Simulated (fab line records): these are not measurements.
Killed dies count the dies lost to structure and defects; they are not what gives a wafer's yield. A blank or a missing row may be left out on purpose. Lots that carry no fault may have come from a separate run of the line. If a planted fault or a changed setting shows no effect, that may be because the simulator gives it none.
Which tool was responsible? ; flow gf180mcu ; 13 lots, 39 wafers sampled, at 6 steps of a route of 602

## WHAT EACH GAUGE READ, for each wafer
GF_VT_IMPLANT_RS_MEAS_49: measures by four-point-probe.
lot;measured;on;MVPSD_RS (ohm/sq)
L191;day 7 14:32;film metro-02;1171.4 1167.8 1170.0
L192;day 7 23:42;film metro-03;1168.1 1168.7 1166.3
L193;day 8 11:42;film metro-03;1173.7 1172.4 1172.0
L194;day 8 18:41;film metro-02;1171.2 1168.0 1167.4
L197;day 9 13:05;film metro-03;1165.8 1169.0 1169.5
L199;day 10 02:55;film metro-03;1166.0 1167.2 1168.7
L201;day 10 14:15;film metro-02;1164.8 1163.3 1165.8
L202;day 10 20:26;film metro-02;1168.8 1172.2 1170.5
L207;day 12 03:27;film metro-04;1174.1 1172.6 1173.6
L209;day 12 19:04;film metro-04;1172.3 1170.9 1171.9
L212;day 13 17:17;film metro-04;1171.6 1172.9 1169.2
L213;day 14 04:38;film metro-04;1174.5 1179.2 1172.2
L214;day 14 12:58;film metro-03;1168.4 1169.3 1171.5

GF_POLY_GATE_OVL_MEAS_11.
lot;measured;on;POLY_GATE_OVL (nm)
L191;day 9 05:56;overlay-02;1 2 3
L192;day 9 15:07;overlay-01;-1 4 1
L193;day 10 05:07;overlay-01;-8 -14 -3
L194;day 10 12:52;overlay-01;0 -3 -9
L197;day 11 07:20;overlay-02;1 3 1
L199;day 11 22:13;overlay-02;1 1 1
L201;day 12 10:22;overlay-02;-13 -4 -16
L202;day 12 17:29;overlay-02;-8 7 3
L207;day 14 01:49;overlay-02;-10 -1 -6
L209;day 14 18:49;overlay-02;5 5 8
L212;day 15 17:53;overlay-02;-3 5 4
L213;day 16 05:46;overlay-02;-4 2 6
L214;day 16 14:53;overlay-01;3 5 11

GF_POLY_GATE_THK_MEAS_17.
lot;measured;on;POLY_GATE_OXIDATION_THK (nm)
L191;day 9 07:29;film metro-01;3.99 3.96 3.98
L192;day 9 19:07;film metro-01;3.96 3.98 3.93
L193;day 10 06:40;film metro-01;4.00 4.04 4.01
L194;day 10 14:25;film metro-01;3.93 3.91 3.91
L197;day 11 09:28;film metro-01;4.05 4.03 4.01
L199;day 11 23:46;film metro-01;4.00 3.98 3.96
L201;day 12 13:01;film metro-01;4.16 4.04 4.07
L202;day 12 19:04;film metro-01;4.06 4.07 4.06
L207;day 14 03:22;film metro-04;3.97 3.95 4.07
L209;day 14 21:09;film metro-03;4.00 4.04 4.04
L212;day 15 19:26;film metro-03;3.89 3.90 3.98
L213;day 16 07:25;film metro-01;4.18 4.09 4.09
L214;day 16 17:46;film metro-01;4.03 4.00 4.01

GF_HV_LDD_TW_MEAS_38.
lot;measured;on;HV_LDD_3_TW
L191;day 11 15:34;film metro-04;1433 1429 1431
L192;day 12 03:31;film metro-02;1458 1461 1454
L193;day 12 16:38;film metro-03;1427 1420 1431
L194;day 13 01:07;film metro-04;1419 1434 1441
L197;day 13 22:49;film metro-02;1502 1492 1492
L199;day 14 14:22;film metro-04;1434 1442 1445
L201;day 15 04:26;film metro-04;1435 1442 1432
L202;day 15 11:32;film metro-02;1500 1501 1486
L207;day 16 22:46;film metro-03;1420 1418 1420
L209;day 17 19:37;film metro-02;1461 1459 1459
L212;day 18 20:13;film metro-04;1431 1433 1429
L213;day 19 08:43;film metro-04;1432 1430 1433
L214;day 19 19:03;film metro-03;1434 1440 1436

GF_HV_LDD_RS_MEAS_53: measures by four-point-probe.
lot;measured;on;HV_LDD_RS (ohm/sq)
L191;day 12 11:25;film metro-02;418.4 418.9 419.2
L192;day 12 22:10;film metro-04;418.6 419.0 419.7
L193;day 13 13:05;film metro-03;418.3 418.5 419.5
L194;day 13 22:31;film metro-03;419.9 418.7 418.4
L197;day 14 20:23;film metro-04;414.2 413.7 413.7
L199;day 15 12:38;film metro-04;417.3 417.8 418.1
L201;day 16 03:22;film metro-04;419.6 420.2 418.7
L202;day 16 10:51;film metro-03;413.0 412.3 412.5
L207;day 17 23:07;film metro-04;418.8 419.7 419.3
L209;day 18 20:35;film metro-03;418.2 417.4 417.1
L212;day 19 21:14;film metro-03;419.1 418.9 418.5
L213;day 20 09:42;film metro-04;417.4 418.6 418.2
L214;day 20 20:00;film metro-04;420.3 420.2 419.6

## WHICH TOOL RAN EACH LOT (tool, then ch and the chambers of the sampled wafers, then the start)
lot;GF_HV_LDD_IMPLANT_34
L191;implanter-02 ch 0, day 11 15:02
L192;implanter-04 ch 0, day 12 02:58
L193;implanter-04 ch 0, day 12 16:05
L194;implanter-03 ch 0, day 13 00:34
L197;implanter-04 ch 0, day 13 22:17
L199;implanter-03 ch 0, day 14 13:49
L201;implanter-02 ch 0, day 15 03:53
L202;implanter-04 ch 0, day 15 10:59
L207;implanter-03 ch 0, day 16 22:13
L209;implanter-03 ch 0, day 17 19:04
L212;implanter-04 ch 0, day 18 19:41
L213;implanter-03 ch 0, day 19 08:10
L214;implanter-03 ch 0, day 19 18:31
- GF_HV_LDD_IMPLANT_34

## AS READ BY THE TOOLS THEMSELVES (means over the sampled wafers that have a number; for cases with no such wafer, the mark the record gives instead)
GF_HV_LDD_IMPLANT_34.
lot;tool;dose ions cm2;faraday current uA
L191;implanter-02;7.503e+12;43.0
L192;implanter-04;7.506e+12;42.0
L193;implanter-04;7.500e+12;41.7
L194;implanter-03;7.495e+12;42.3
L197;implanter-04;9.774e+12;54.8
L199;implanter-03;7.494e+12;41.5
L201;implanter-02;7.492e+12;41.6
L202;implanter-04;9.789e+12;56.3
L207;implanter-03;7.509e+12;42.2
L209;implanter-03;7.503e+12;43.1
L212;implanter-04;7.496e+12;42.0
L213;implanter-03;7.494e+12;41.6
L214;implanter-03;7.506e+12;42.6

## THE ANSWER, worked out from the rows above alone
Rule: what is usual is taken from the lots themselves. The widest of any qualifying gaps counts: lots, ordered by their means at a reading, are off when they make up no more than a third of the lots, leave a main group of 4 or more, and stand apart from it by 3 or more times the standard deviation of that group's means. If all means in a main group match to the digits the tables above print for the reading, that group is not used. Also off: a lot with no number at a reading for which 4 or more lots have one. All remaining lots with rows at the step are treated as sound. After the gauges, taken in route order, come the tools' own readings; for these a lot's mean is taken, as printed above. At the first step where some lot is off, the reading lying furthest off is the one used; lots without a number count as furthest.
Off: L197, L202, at GF_HV_LDD_TW_MEAS_38 (HV_LDD_3_TW). The main group has a mean of 1436 with a standard deviation of 12.
If a tool, at a process step before that reading, ran all the lots that are off and no sound lot after the first of them, it fits. The gauges at GF_HV_LDD_TW_MEAS_38 aren't tried: what is off there is off at GF_HV_LDD_RS_MEAS_53 too, on other tools, and a gauge's error can't cause that. Not one of the candidates tried fits.

## WHAT THE SIMULATOR PUT IN
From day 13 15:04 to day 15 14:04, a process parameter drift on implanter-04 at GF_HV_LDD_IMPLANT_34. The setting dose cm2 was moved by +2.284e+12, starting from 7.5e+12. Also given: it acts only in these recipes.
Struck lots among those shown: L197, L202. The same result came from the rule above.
